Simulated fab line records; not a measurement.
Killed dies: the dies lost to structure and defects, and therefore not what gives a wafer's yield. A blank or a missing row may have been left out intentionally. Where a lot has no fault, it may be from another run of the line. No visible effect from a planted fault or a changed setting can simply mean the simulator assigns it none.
fab line records -- flow gf180mcu -- part 1 of 2: steps 1 to 25 of 35
record lots=5, wafers=15, lastDay=34
route steps=602 shown NSD@237 PSD@248 SAB@264
lots with no fault: from the same line, run without faults
startH: hours from the record's opening day to when the first of the lot's shown wafers began -- waitH: hours from the lot's prior step to this one -- " the same as in the row above -- L1.1+2: a single row standing in for several wafers -- - value missing, or start not given -- * or withheld: withheld -- < > ~ a bound
route shown NAME@n: names a module that has steps shown in the file, with the first one's number in the route -- usual: the fault-free wafers' mean and standard deviation -- same: alike in all rows -- chamber/n: place in a boat -- sites: per-site readings -- _std_site: their standard deviation -- _edge_site: outer sites' mean less inner sites' -- radiusMm: for every site, how far away it sits from the centre of the wafer -- mask NAME#n: copy n -- behind: the most recent tool/chamber to have shaped the wafer -- hold: the reason the lot was held/the length of the hold in hours/how it ended -- device: names the non-switching transistor (n, p or np) -- end of line: the same wafers' tests at the end of the route -- a step with no rows: only its recipe -- killed: dies lost to structure and defects at the first sort, not the wafer's yield -- map: dies across one wafer; x = killed, . = not, _ = none there
set.NAME: the run value of the setting; set.NAME@STEP: its run value at that earlier step -- model.NAME: the simulator's own value behind a step, which no gauge read
lots seen at some steps along the route; tables by step, rows by wafer
services: when a tool's chamber went out of use (startH, in hours from the record's first day, below 0 if earlier), for how many hours, and the reason
## steps
# step GF_NSD_COAT_02
# recipe resist=NOVOLAK, spinRpm=3000, resistThkNm=1000
# usual exhaustPa=45.0/0.9
lot.wafer,tool,chamber,startH,waitH,exhaustPa
L077.1,lithoTrack-01,0,314.73,0.1,45.9
L077.4,lithoTrack-01,0,314.73,0.1,47.2
L077.6,lithoTrack-01,0,314.73,0.1,45.9
L079.1,lithoTrack-02,0,332.20,0.1,44.0
L079.2,lithoTrack-02,0,332.20,0.1,46.1
L079.4,lithoTrack-02,0,332.20,0.1,45.7
L080.1,lithoTrack-04,0,341.19,0.1,44.2
L080.2,lithoTrack-04,0,341.19,0.1,44.4
L080.6,lithoTrack-04,0,341.19,0.1,44.6
L090.4,lithoTrack-02,0,415.02,0.1,45.0
L090.5,lithoTrack-02,0,415.02,0.1,45.6
L090.6,lithoTrack-02,0,415.02,0.1,45.7
L096.3,lithoTrack-01,0,468.98,0.1,44.3
L096.4,lithoTrack-01,0,468.98,0.1,43.9
L096.5,lithoTrack-01,0,468.98,0.1,45.6
# step GF_NSD_SOFTBAKE_03
# recipe tempC=90, timeS=60, resist=NOVOLAK
# usual exhaustPa=45.1/1, plateTempC=90.01/0.12
lot.wafer,tool,chamber,startH,waitH,exhaustPa,plateTempC
L077.1,lithoTrack-01,0,314.88,0.1,44.2,89.86
L077.4,lithoTrack-01,0,314.88,0.1,45.4,89.80
L077.6,lithoTrack-01,0,314.88,0.1,44.9,89.88
L079.1,lithoTrack-02,0,332.35,0.1,44.6,89.73
L079.2,lithoTrack-02,0,332.35,0.1,44.3,89.98
L079.4,lithoTrack-02,0,332.35,0.1,44.7,89.98
L080.1,lithoTrack-04,0,341.34,0.1,44.2,90.01
L080.2,lithoTrack-04,0,341.34,0.1,46.2,90.04
L080.6,lithoTrack-04,0,341.34,0.1,45.4,89.99
L090.4,lithoTrack-02,0,415.17,0.1,45.1,89.88
L090.5,lithoTrack-02,0,415.17,0.1,46.1,89.88
L090.6,lithoTrack-02,0,415.17,0.1,45.9,89.90
L096.3,lithoTrack-01,0,469.13,0.1,46.4,89.96
L096.4,lithoTrack-01,0,469.13,0.1,44.2,89.96
L096.5,lithoTrack-01,0,469.13,0.1,45.4,90.03
# step GF_NSD_EXPOSE_04
# recipe maskId=Nplus, targetCdNm=400, na=0.6, sourceShape=conventional, sigmaOuter=0.6, doseMj=140
# usual reticleTempC=23.00/0.11
lot.wafer,tool,chamber,startH,waitH,mask,reticleTempC
L077.1,ilineStepper-01,0,-,-,Nplus#0,22.97
L077.4,ilineStepper-01,0,-,-,Nplus#0,23.03
L077.6,ilineStepper-01,0,-,-,Nplus#0,23.10
L079.1,ilineStepper-02,0,-,-,Nplus#0,22.86
L079.2,ilineStepper-02,0,-,-,Nplus#0,22.95
L079.4,ilineStepper-02,0,-,-,Nplus#0,23.06
L080.1,ilineStepper-02,0,-,-,Nplus#0,23.12
L080.2,ilineStepper-02,0,-,-,Nplus#0,23.02
L080.6,ilineStepper-02,0,-,-,Nplus#0,23.19
L090.4,ilineStepper-02,0,-,-,Nplus#0,23.09
L090.5,ilineStepper-02,0,-,-,Nplus#0,23.12
L090.6,ilineStepper-02,0,-,-,Nplus#0,23.05
L096.3,ilineStepper-02,0,-,-,Nplus#0,23.13
L096.4,ilineStepper-02,0,-,-,Nplus#0,23.06
L096.5,ilineStepper-02,0,-,-,Nplus#0,22.88
# step GF_NSD_PEB_05
# recipe tempC=withheld, timeS=*, resist=NOVOLAK
# usual exhaustPa=44.9/0.9
lot.wafer,tool,chamber,startH,waitH,exhaustPa
L077.1,lithoTrack-01,0,-,-,44.0
L077.4,lithoTrack-01,0,-,-,44.9
L077.6,lithoTrack-01,0,-,-,44.5
L079.1,lithoTrack-02,0,-,-,43.6
L079.2,lithoTrack-02,0,-,-,43.3
L079.4,lithoTrack-02,0,-,-,43.7
L080.1,lithoTrack-01,0,-,-,42.6
L080.2,lithoTrack-01,0,-,-,43.1
L080.6,lithoTrack-01,0,-,-,43.2
L090.4,lithoTrack-04,0,-,-,45.4
L090.5,lithoTrack-04,0,-,-,45.1
L090.6,lithoTrack-04,0,-,-,46.2
L096.3,lithoTrack-04,0,-,-,44.8
L096.4,lithoTrack-04,0,-,-,44.5
L096.5,lithoTrack-04,0,-,-,44.7
# step GF_NSD_DEVELOP_06
# recipe developTimeS=60, devTempC=23
# usual exhaustPa=45.1/0.92
lot.wafer,tool,chamber,startH,waitH,exhaustPa
L077.1,lithoTrack-01,0,325.43,0.1,45.0
L077.4,lithoTrack-01,0,325.43,0.1,44.3
L077.6,lithoTrack-01,0,325.43,0.1,44.5
L079.1,lithoTrack-02,0,342.30,0.1,45.2
L079.2,lithoTrack-02,0,342.30,0.1,44.4
L079.4,lithoTrack-02,0,342.30,0.1,44.0
L080.1,lithoTrack-01,0,351.93,0.1,43.9
L080.2,lithoTrack-01,0,351.93,0.1,43.7
L080.6,lithoTrack-01,0,351.93,0.1,44.5
L090.4,lithoTrack-04,0,427.31,0.1,46.1
L090.5,lithoTrack-04,0,427.31,0.1,43.4
L090.6,lithoTrack-04,0,427.31,0.1,44.9
L096.3,lithoTrack-04,0,481.59,0.1,45.9
L096.4,lithoTrack-04,0,481.59,0.1,45.4
L096.5,lithoTrack-04,0,481.59,0.1,44.5
# step GF_NSD_CD_MEAS_07
# recipe targetCdNm=400
# usual cdNm=400.2/2.1
lot.wafer,tool,chamber,startH,waitH,cdNm
L077.1,cdSem-02,-,325.58,0.1,401.2
L077.4,cdSem-02,-,325.58,0.1,403.4
L077.6,cdSem-02,-,325.58,0.1,402.7
L079.1,cdSem-02,-,342.45,0.1,397.1
L079.2,cdSem-02,-,342.45,0.1,400.8
L079.4,cdSem-02,-,342.45,0.1,399.4
L080.1,cdSem-02,-,352.08,0.1,401.2
L080.2,cdSem-02,-,352.08,0.1,400.2
L080.6,cdSem-02,-,352.08,0.1,399.7
L090.4,cdSem-01,-,427.45,0.1,399.8
L090.5,cdSem-01,-,427.45,0.1,400.7
L090.6,cdSem-01,-,427.45,0.1,399.3
L096.3,cdSem-01,-,481.73,0.1,396.7
L096.4,cdSem-01,-,481.73,0.1,399.0
L096.5,cdSem-01,-,481.73,0.1,398.4
# step GF_NSD_OVL_MEAS_08
# usual NSD_OVL=-0.4/1.3
lot.wafer,tool,chamber,startH,waitH,NSD_OVL[nm]
L077.1,overlay-01,-,325.70,0.1,-1.7
L077.4,overlay-01,-,325.70,0.1,-2.4
L077.6,overlay-01,-,325.70,0.1,-1.1
L079.1,overlay-02,-,342.57,0.1,-0.1
L079.2,overlay-02,-,342.57,0.1,-0.1
L079.4,overlay-02,-,342.57,0.1,-0.1
L080.1,overlay-01,-,352.20,0.1,1.0
L080.2,overlay-01,-,352.20,0.1,0.7
L080.6,overlay-01,-,352.20,0.1,1.8
L090.4,overlay-01,-,427.53,0.1,-0.6
L090.5,overlay-01,-,427.53,0.1,1.4
L090.6,overlay-01,-,427.53,0.1,-0.2
L096.3,overlay-02,-,481.82,0.1,1.3
L096.4,overlay-02,-,481.82,0.1,1.6
L096.5,overlay-02,-,481.82,0.1,0.7
# step GF_NSD_IMPLANT_09
# recipe species=As, energyKev=60, doseCm2=4e+15, tiltDeg=7
# usual tiltDeg=6.995/0.022
lot.wafer,tool,chamber,startH,waitH,tiltDeg
L077.1,implanter-04,0,325.74,0.0,7.034
L077.4,implanter-04,0,325.74,0.0,7.062
L077.6,implanter-04,0,325.74,0.0,7.012
L079.1,implanter-04,0,342.60,0.0,6.995
L079.2,implanter-04,0,342.60,0.0,7.012
L079.4,implanter-04,0,342.60,0.0,7.018
L080.1,implanter-04,0,352.23,0.0,7.019
L080.2,implanter-04,0,352.23,0.0,7.015
L080.6,implanter-04,0,352.23,0.0,7.042
L090.4,implanter-02,0,427.62,0.1,6.973
L090.5,implanter-02,0,427.62,0.1,6.975
L090.6,implanter-02,0,427.62,0.1,6.959
L096.3,implanter-04,0,481.89,0.1,6.981
L096.4,implanter-04,0,481.89,0.1,6.999
L096.5,implanter-04,0,481.89,0.1,7.005
# step GF_NSD_IMPLANT_10
# recipe species=P, energyKev=40, doseCm2=5e+14, tiltDeg=7
# usual tiltDeg=7.003/0.018
lot.wafer,tool,chamber,startH,waitH,tiltDeg
L077.1,implanter-04,0,325.89,0.1,7.022
L077.4,implanter-04,0,325.89,0.1,7.023
L077.6,implanter-04,0,325.89,0.1,6.991
L079.1,implanter-04,0,342.75,0.1,7.019
L079.2,implanter-04,0,342.75,0.1,7.007
L079.4,implanter-04,0,342.75,0.1,6.984
L080.1,implanter-04,0,352.38,0.1,6.977
L080.2,implanter-04,0,352.38,0.1,7.001
L080.6,implanter-04,0,352.38,0.1,7.031
L090.4,implanter-02,0,427.77,0.1,6.998
L090.5,implanter-02,0,427.77,0.1,7.000
L090.6,implanter-02,0,427.77,0.1,7.030
L096.3,implanter-04,0,482.04,0.1,7.013
L096.4,implanter-04,0,482.04,0.1,6.995
L096.5,implanter-04,0,482.04,0.1,6.999
# step GF_NSD_STRIP_11
# recipe chemistry=O2/N2, powerW=1400, pressureMtorr=1500, platenTempC=250, o2FlowSccm=3000, n2FlowSccm=300, overashFraction=0.5
# usual drypumpMotorCurrentA=5.7/0.57, heaterPowerW=362/53, oesProductAu=0.488/0.0048, stripTimeToEndpointS=22.97/0.036
lot.wafer,tool,chamber,startH,waitH,drypumpMotorCurrentA,heaterPowerW,oesProductAu,rfHoursCounterH,stripTimeToEndpointS
L077.1,plasmaAsher-01,0,326.04,0.1,6.6,408,0.488,67,22.96
L077.4,plasmaAsher-01,1,326.04,0.1,6.0,319,0.491,-,22.94
L077.6,plasmaAsher-01,0,326.04,0.1,6.7,419,0.490,-,22.97
L079.1,plasmaAsher-04,0,342.90,0.1,5.1,292,0.481,73,22.98
L079.2,plasmaAsher-04,1,342.90,0.1,5.2,442,0.491,73,22.93
L079.4,plasmaAsher-04,1,342.90,0.1,5.2,434,0.483,-,22.96
L080.1,plasmaAsher-04,1,352.53,0.1,5.2,429,0.487,74,23.02
L080.2,plasmaAsher-04,0,352.53,0.1,5.0,293,0.489,74,22.93
L080.6,plasmaAsher-04,0,352.53,0.1,5.1,297,0.490,-,22.96
L090.4,plasmaAsher-01,1,427.89,0.1,6.0,313,0.489,-,23.00
L090.5,plasmaAsher-01,0,427.89,0.1,6.6,417,0.485,-,23.03
L090.6,plasmaAsher-01,1,427.89,0.1,6.0,321,0.493,-,23.00
L096.3,plasmaAsher-01,1,482.18,0.1,6.0,325,0.481,-,22.96
L096.4,plasmaAsher-01,0,482.18,0.1,6.7,420,0.490,-,22.97
L096.5,plasmaAsher-01,0,482.18,0.1,6.7,418,0.483,-,22.98
# step GF_NSD_TW_MEAS_12
# usual NSD_TW=4300/66
lot.wafer,tool,chamber,startH,waitH,NSD_TW
L077.1,filmMetro-02,-,326.14,0.1,4258
L077.4,filmMetro-02,-,326.14,0.1,4260
L077.6,filmMetro-02,-,326.14,0.1,4255
L079.1,filmMetro-02,-,343.00,0.1,4242
L079.2,filmMetro-02,-,343.00,0.1,4227
L079.4,filmMetro-02,-,343.00,0.1,4243
L080.1,filmMetro-03,-,352.63,0.1,4317
L080.2,filmMetro-03,-,352.63,0.1,4335
L080.6,filmMetro-03,-,352.63,0.1,4318
L090.4,filmMetro-04,-,427.99,0.1,4232
L090.5,filmMetro-04,-,427.99,0.1,4238
L090.6,filmMetro-04,-,427.99,0.1,4250
L096.3,filmMetro-03,-,482.26,0.1,4401
L096.4,filmMetro-03,-,482.26,0.1,4412
L096.5,filmMetro-03,-,482.26,0.1,4378
# step GF_PSD_DEHYDRATE_00
# recipe tempC=200, timeS=60
# usual exhaustPa=45.1/0.7, plateTempC=199.99/0.14
lot.wafer,tool,chamber,startH,waitH,exhaustPa,plateTempC
L077.1,lithoTrack-04,0,336.14,10.0,44.5,199.69
L077.4,lithoTrack-04,0,336.14,10.0,44.3,199.99
L077.6,lithoTrack-04,0,336.14,10.0,43.7,200.08
L079.1,lithoTrack-03,0,352.87,9.9,45.7,199.91
L079.2,lithoTrack-03,0,352.87,9.9,45.7,200.01
L079.4,lithoTrack-03,0,352.87,9.9,45.1,199.89
L080.1,lithoTrack-03,0,362.72,10.1,44.2,199.94
L080.2,lithoTrack-03,0,362.72,10.1,43.6,199.83
L080.6,lithoTrack-03,0,362.72,10.1,44.2,199.91
L090.4,lithoTrack-01,0,439.20,11.2,45.1,200.22
L090.5,lithoTrack-01,0,439.20,11.2,45.7,199.87
L090.6,lithoTrack-01,0,439.20,11.2,44.3,200.08
L096.3,lithoTrack-03,0,493.67,11.4,43.3,199.95
L096.4,lithoTrack-03,0,493.67,11.4,45.0,199.84
L096.5,lithoTrack-03,0,493.67,11.4,45.2,199.86
# step GF_PSD_HMDS_01
# recipe primeTimeS=60, primeTempC=120
# usual exhaustPa=44.9/0.78
lot.wafer,tool,chamber,startH,waitH,exhaustPa
L077.1,lithoTrack-04,0,336.29,0.1,44.6
L077.4,lithoTrack-04,0,336.29,0.1,44.5
L077.6,lithoTrack-04,0,336.29,0.1,45.5
L079.1,lithoTrack-03,0,353.02,0.1,45.3
L079.2,lithoTrack-03,0,353.02,0.1,44.6
L079.4,lithoTrack-03,0,353.02,0.1,44.1
L080.1,lithoTrack-03,0,362.87,0.1,43.4
L080.2,lithoTrack-03,0,362.87,0.1,44.2
L080.6,lithoTrack-03,0,362.87,0.1,44.7
L090.4,lithoTrack-01,0,439.35,0.1,44.6
L090.5,lithoTrack-01,0,439.35,0.1,44.1
L090.6,lithoTrack-01,0,439.35,0.1,44.3
L096.3,lithoTrack-03,0,493.82,0.1,45.9
L096.4,lithoTrack-03,0,493.82,0.1,46.0
L096.5,lithoTrack-03,0,493.82,0.1,45.3
# step GF_PSD_COAT_02
# recipe resist=NOVOLAK, spinRpm=3000, resistThkNm=1000
# usual exhaustPa=45.0/0.81
lot.wafer,tool,chamber,startH,waitH,exhaustPa
L077.1,lithoTrack-04,0,336.44,0.1,45.0
L077.4,lithoTrack-04,0,336.44,0.1,43.5
L077.6,lithoTrack-04,0,336.44,0.1,45.0
L079.1,lithoTrack-03,0,353.17,0.1,45.6
L079.2,lithoTrack-03,0,353.17,0.1,45.0
L079.4,lithoTrack-03,0,353.17,0.1,44.9
L080.1,lithoTrack-03,0,363.02,0.1,46.1
L080.2,lithoTrack-03,0,363.02,0.1,45.0
L080.6,lithoTrack-03,0,363.02,0.1,45.1
L090.4,lithoTrack-01,0,439.50,0.1,46.2
L090.5,lithoTrack-01,0,439.50,0.1,43.6
L090.6,lithoTrack-01,0,439.50,0.1,45.1
L096.3,lithoTrack-03,0,493.97,0.1,45.2
L096.4,lithoTrack-03,0,493.97,0.1,44.5
L096.5,lithoTrack-03,0,493.97,0.1,44.7
# step GF_PSD_SOFTBAKE_03
# recipe tempC=90, timeS=60, resist=NOVOLAK
# usual exhaustPa=45.1/0.91, plateTempC=89.99/0.12
lot.wafer,tool,chamber,startH,waitH,exhaustPa,plateTempC
L077.1,lithoTrack-04,0,336.59,0.1,45.2,89.94
L077.4,lithoTrack-04,0,336.59,0.1,45.4,90.04
L077.6,lithoTrack-04,0,336.59,0.1,44.5,89.95
L079.1,lithoTrack-03,0,353.32,0.1,45.0,89.85
L079.2,lithoTrack-03,0,353.32,0.1,44.7,89.88
L079.4,lithoTrack-03,0,353.32,0.1,44.3,90.04
L080.1,lithoTrack-03,0,363.17,0.1,44.0,89.90
L080.2,lithoTrack-03,0,363.17,0.1,45.2,90.06
L080.6,lithoTrack-03,0,363.17,0.1,44.4,89.86
L090.4,lithoTrack-01,0,439.65,0.1,43.7,89.95
L090.5,lithoTrack-01,0,439.65,0.1,45.9,90.05
L090.6,lithoTrack-01,0,439.65,0.1,44.1,89.76
L096.3,lithoTrack-03,0,494.12,0.1,45.5,90.03
L096.4,lithoTrack-03,0,494.12,0.1,45.1,90.11
L096.5,lithoTrack-03,0,494.12,0.1,45.0,90.20
# step GF_PSD_EXPOSE_04
# recipe maskId=Pplus, targetCdNm=400, na=0.6, sourceShape=conventional, sigmaOuter=0.6, doseMj=140
# usual reticleTempC=23.01/0.096
lot.wafer,tool,chamber,startH,waitH,mask,reticleTempC
L077.1,ilineStepper-02,0,-,-,Pplus#0,22.99
L077.4,ilineStepper-02,0,-,-,Pplus#0,23.02
L077.6,ilineStepper-02,0,-,-,Pplus#0,23.20
L079.1,ilineStepper-02,0,-,-,Pplus#0,23.18
L079.2,ilineStepper-02,0,-,-,Pplus#0,23.10
L079.4,ilineStepper-02,0,-,-,Pplus#0,23.09
L080.1,ilineStepper-02,0,-,-,Pplus#0,22.96
L080.2,ilineStepper-02,0,-,-,Pplus#0,22.88
L080.6,ilineStepper-02,0,-,-,Pplus#0,22.82
L090.4,ilineStepper-01,0,-,-,Pplus#0,22.82
L090.5,ilineStepper-01,0,-,-,Pplus#0,22.93
L090.6,ilineStepper-01,0,-,-,Pplus#0,23.02
L096.3,ilineStepper-01,0,-,-,Pplus#0,23.09
L096.4,ilineStepper-01,0,-,-,Pplus#0,23.13
L096.5,ilineStepper-01,0,-,-,Pplus#0,23.17
# step GF_PSD_PEB_05
# recipe tempC=withheld, timeS=*, resist=NOVOLAK
# usual exhaustPa=45.0/0.9
lot.wafer,tool,chamber,startH,waitH,exhaustPa
L077.1,lithoTrack-03,0,-,-,46.0
L077.4,lithoTrack-03,0,-,-,45.7
L077.6,lithoTrack-03,0,-,-,44.9
L079.1,lithoTrack-01,0,-,-,44.5
L079.2,lithoTrack-01,0,-,-,45.2
L079.4,lithoTrack-01,0,-,-,43.9
L080.1,lithoTrack-03,0,-,-,47.4
L080.2,lithoTrack-03,0,-,-,45.5
L080.6,lithoTrack-03,0,-,-,46.3
L090.4,lithoTrack-03,0,-,-,44.3
L090.5,lithoTrack-03,0,-,-,46.4
L090.6,lithoTrack-03,0,-,-,45.1
L096.3,lithoTrack-01,0,-,-,45.9
L096.4,lithoTrack-01,0,-,-,44.3
L096.5,lithoTrack-01,0,-,-,46.0
# step GF_PSD_DEVELOP_06
# recipe developTimeS=60, devTempC=23
# usual exhaustPa=45.1/0.96
lot.wafer,tool,chamber,startH,waitH,exhaustPa
L077.1,lithoTrack-03,0,347.37,0.1,44.3
L077.4,lithoTrack-03,0,347.37,0.1,44.7
L077.6,lithoTrack-03,0,347.37,0.1,44.8
L079.1,lithoTrack-01,0,364.18,0.1,43.6
L079.2,lithoTrack-01,0,364.18,0.1,44.5
L079.4,lithoTrack-01,0,364.18,0.1,43.3
L080.1,lithoTrack-03,0,374.17,0.1,44.3
L080.2,lithoTrack-03,0,374.17,0.1,44.4
L080.6,lithoTrack-03,0,374.17,0.1,45.6
L090.4,lithoTrack-03,0,451.99,0.1,44.4
L090.5,lithoTrack-03,0,451.99,0.1,44.8
L090.6,lithoTrack-03,0,451.99,0.1,44.7
L096.3,lithoTrack-01,0,506.28,0.1,44.1
L096.4,lithoTrack-01,0,506.28,0.1,45.2
L096.5,lithoTrack-01,0,506.28,0.1,44.7
# step GF_PSD_CD_MEAS_07
# recipe targetCdNm=400
# usual cdNm=400.0/2.5
lot.wafer,tool,chamber,startH,waitH,cdNm
L077.1,cdSem-01,-,347.52,0.1,400.7
L077.4,cdSem-01,-,347.52,0.1,401.8
L077.6,cdSem-01,-,347.52,0.1,399.3
L079.1,cdSem-01,-,364.33,0.1,403.3
L079.2,cdSem-01,-,364.33,0.1,402.3
L079.4,cdSem-01,-,364.33,0.1,400.9
L080.1,cdSem-02,-,374.32,0.1,397.7
L080.2,cdSem-02,-,374.32,0.1,397.9
L080.6,cdSem-02,-,374.32,0.1,396.4
L090.4,cdSem-02,-,452.13,0.1,398.0
L090.5,cdSem-02,-,452.13,0.1,399.0
L090.6,cdSem-02,-,452.13,0.1,401.7
L096.3,cdSem-01,-,506.42,0.1,399.3
L096.4,cdSem-01,-,506.42,0.1,402.5
L096.5,cdSem-01,-,506.42,0.1,400.2
# step GF_PSD_OVL_MEAS_08
# usual PSD_OVL=-0.2/1.1
lot.wafer,tool,chamber,startH,waitH,PSD_OVL[nm]
L077.1,overlay-01,-,347.64,0.1,2.7
L077.4,overlay-01,-,347.64,0.1,0.3
L077.6,overlay-01,-,347.64,0.1,1.9
L079.1,overlay-02,-,364.45,0.1,-0.1
L079.2,overlay-02,-,364.45,0.1,1.1
L079.4,overlay-02,-,364.45,0.1,1.7
L080.1,overlay-02,-,374.44,0.1,-1.3
L080.2,overlay-02,-,374.44,0.1,-1.2
L080.6,overlay-02,-,374.44,0.1,0.2
L090.4,overlay-01,-,452.21,0.1,-0.7
L090.5,overlay-01,-,452.21,0.1,-0.8
L090.6,overlay-01,-,452.21,0.1,0.0
L096.3,overlay-02,-,506.51,0.1,-2.7
L096.4,overlay-02,-,506.51,0.1,-1.8
L096.5,overlay-02,-,506.51,0.1,-3.5
# step GF_PSD_IMPLANT_09
# recipe species=BF2, energyKev=40, doseCm2=1.5e+15, tiltDeg=7
# usual tiltDeg=7.002/0.019
lot.wafer,tool,chamber,startH,waitH,tiltDeg
L077.1,implanter-04,0,347.68,0.0,7.005
L077.4,implanter-04,0,347.68,0.0,7.020
L077.6,implanter-04,0,347.68,0.0,6.992
L079.1,implanter-01,0,364.48,0.0,6.977
L079.2,implanter-01,0,364.48,0.0,6.986
L079.4,implanter-01,0,364.48,0.0,6.996
L080.1,implanter-02,0,374.48,0.0,7.020
L080.2,implanter-02,0,374.48,0.0,7.018
L080.6,implanter-02,0,374.48,0.0,6.986
L090.4,implanter-02,0,452.30,0.1,6.996
L090.5,implanter-02,0,452.30,0.1,6.984
L090.6,implanter-02,0,452.30,0.1,6.950
L096.3,implanter-01,0,506.58,0.1,7.023
L096.4,implanter-01,0,506.58,0.1,7.007
L096.5,implanter-01,0,506.58,0.1,7.041
# step GF_PSD_STRIP_10
# recipe chemistry=O2/N2, powerW=1400, pressureMtorr=1500, platenTempC=250, o2FlowSccm=3000, n2FlowSccm=300, overashFraction=0.5
# usual drypumpMotorCurrentA=5.9/0.49, heaterPowerW=352/35, oesProductAu=0.592/0.0043, stripTimeToEndpointS=16.53/0.036
lot.wafer,tool,chamber,startH,waitH,drypumpMotorCurrentA,heaterPowerW,oesProductAu,rfHoursCounterH,stripTimeToEndpointS
L077.1,plasmaAsher-01,0,347.83,0.1,6.7,412,0.594,69,16.56
L077.4,plasmaAsher-01,0,347.83,0.1,6.7,413,0.596,-,16.59
L077.6,plasmaAsher-01,1,347.83,0.1,6.0,321,0.593,-,16.59
L079.1,plasmaAsher-02,1,364.63,0.1,5.7,334,0.594,59,16.50
L079.2,plasmaAsher-02,0,364.63,0.1,5.9,369,0.592,59,16.47
L079.4,plasmaAsher-02,0,364.63,0.1,5.9,367,0.585,-,16.50
L080.1,plasmaAsher-01,1,374.63,0.1,6.0,317,0.597,72,16.54
L080.2,plasmaAsher-01,0,374.63,0.1,6.6,413,0.595,72,16.55
L080.6,plasmaAsher-01,0,374.63,0.1,6.7,410,0.584,-,16.52
L090.4,plasmaAsher-01,1,452.41,0.1,6.0,318,0.587,-,16.51
L090.5,plasmaAsher-01,0,452.41,0.1,6.7,400,0.595,-,16.54
L090.6,plasmaAsher-01,1,452.41,0.1,6.0,331,0.588,-,16.55
L096.3,plasmaAsher-03,1,506.72,0.1,5.1,325,0.600,-,16.49
L096.4,plasmaAsher-03,0,506.72,0.1,5.4,346,0.591,-,16.53
L096.5,plasmaAsher-03,1,506.72,0.1,5.1,322,0.586,-,16.47
# step GF_PSD_TW_MEAS_11
# usual PSD_TW=3218/48
lot.wafer,tool,chamber,startH,waitH,PSD_TW
L077.1,filmMetro-02,-,347.93,0.1,3174
L077.4,filmMetro-02,-,347.93,0.1,3164
L077.6,filmMetro-02,-,347.93,0.1,3167
L079.1,filmMetro-04,-,364.73,0.1,3216
L079.2,filmMetro-04,-,364.73,0.1,3188
L079.4,filmMetro-04,-,364.73,0.1,3196
L080.1,filmMetro-03,-,374.73,0.1,3277
L080.2,filmMetro-03,-,374.73,0.1,3294
L080.6,filmMetro-03,-,374.73,0.1,3288
L090.4,filmMetro-04,-,452.51,0.1,3184
L090.5,filmMetro-04,-,452.51,0.1,3164
L090.6,filmMetro-04,-,452.51,0.1,3190
L096.3,filmMetro-03,-,506.80,0.1,3275
L096.4,filmMetro-03,-,506.80,0.1,3278
L096.5,filmMetro-03,-,506.80,0.1,3264
# step GF_PSD_CLEAN_12
# recipe chemistry=SC1/SC2, mix=1:4:20, tempC=70, timeS=150, dry=n2Spin
lot.wafer,tool,chamber,startH,waitH
L077.1+4+6,wetBench-01,0,347.99,0.1
L079.1+2+4,wetBench-01,0,364.79,0.1
L080.1+2+6,wetBench-01,2,374.79,0.1
L090.4+5+6,wetBench-03,1,452.54,0.0
L096.3+4+5,wetBench-03,2,506.84,0.0
# step GF_PSD_RTA_13
# recipe tempC=1025, timeS=20, ambient=N2
# usual lampPowerPct=32.0/0.78, wafer_temp_C_max=1029.6/1
lot.wafer,tool,chamber,startH,waitH,lampPowerPct,wafer_temp_C_max
L077.1,rtpAnneal-01,0,348.04,0.0,31.1,1029.9
L077.4,rtpAnneal-01,0,348.04,0.0,31.1,1030.2
L077.6,rtpAnneal-01,0,348.04,0.0,31.1,1031.9
L079.1,rtpAnneal-02,0,364.84,0.0,32.7,1029.7
L079.2,rtpAnneal-02,0,364.84,0.0,32.7,1028.4
L079.4,rtpAnneal-02,0,364.84,0.0,32.7,1028.0
L080.1,rtpAnneal-01,0,374.84,0.0,31.1,1029.5
L080.2,rtpAnneal-01,0,374.84,0.0,31.1,1029.8
L080.6,rtpAnneal-01,0,374.84,0.0,31.1,1030.9
L090.4,rtpAnneal-02,0,452.63,0.0,32.7,1030.0
L090.5,rtpAnneal-02,0,452.63,0.0,32.7,1028.7
L090.6,rtpAnneal-02,0,452.63,0.0,32.7,1028.8
L096.3,rtpAnneal-02,0,506.92,0.0,32.7,1030.1
L096.4,rtpAnneal-02,0,506.92,0.0,32.7,1029.7
L096.5,rtpAnneal-02,0,506.92,0.0,32.7,1029.1
